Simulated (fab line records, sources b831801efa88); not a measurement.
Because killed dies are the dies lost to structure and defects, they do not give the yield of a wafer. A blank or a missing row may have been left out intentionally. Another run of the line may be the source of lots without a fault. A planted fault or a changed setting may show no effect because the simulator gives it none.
Matching of chambers -- flow sky130 -- SKY_VIA1_ETCH_14 on rie diel-04 has 4 sister chambers
The step etches BARC in N2/H2, stops on SiO2, time 45.9 s, target depth 60 nm. 4 wafers are shown with their chamber, then 7 later ones without.

WAFERS WITH THEIR CHAMBER
wafer,chamber,oes product au (a.u.)
L983.4,3,0.856
L987.4,2,0.864
L989.3,1,0.847
L989.5,0,0.850

WAFERS WHOSE CHAMBER IS MISSING
wafer,oes product au (a.u.)
L989.6,0.859
L990.3,0.854
L990.4,0.852
L990.6,0.857
L100.1,0.849
L100.4,0.849
L100.6,0.850

WHICH CHAMBER EACH WENT THROUGH
wafer,from the rows above,in truth
L989.6,can't be placed: 3 or 2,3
L990.3,can't be placed: 3 or 0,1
L990.4,can't be placed: 0 or 3 or 1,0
L990.6,3,3
L100.1,can't be placed: 0 or 1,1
L100.4,can't be placed: 0 or 1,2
L100.6,can't be placed: 0 or 1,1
Correctly placed: 1 of 7. These rows do not allow placing 6 (true chamber among the candidates in 4). 0 placed wrongly.
How it was worked out, from the rows above alone: a wafer's distance from a chamber is the root of the sum, over the readings, of the square of ((its reading less the chamber's mean) divided by the reading's scatter). If the next closest chamber is less than 2 further off than the closest, the wafer can't be placed; otherwise it belongs to the closest. For every chamber, the mean is computed from those of its wafers that are shown. The scatter (one wafer shown for each chamber): square how far every hidden wafer sits from the nearest shown wafer, average those squares and take the square root.
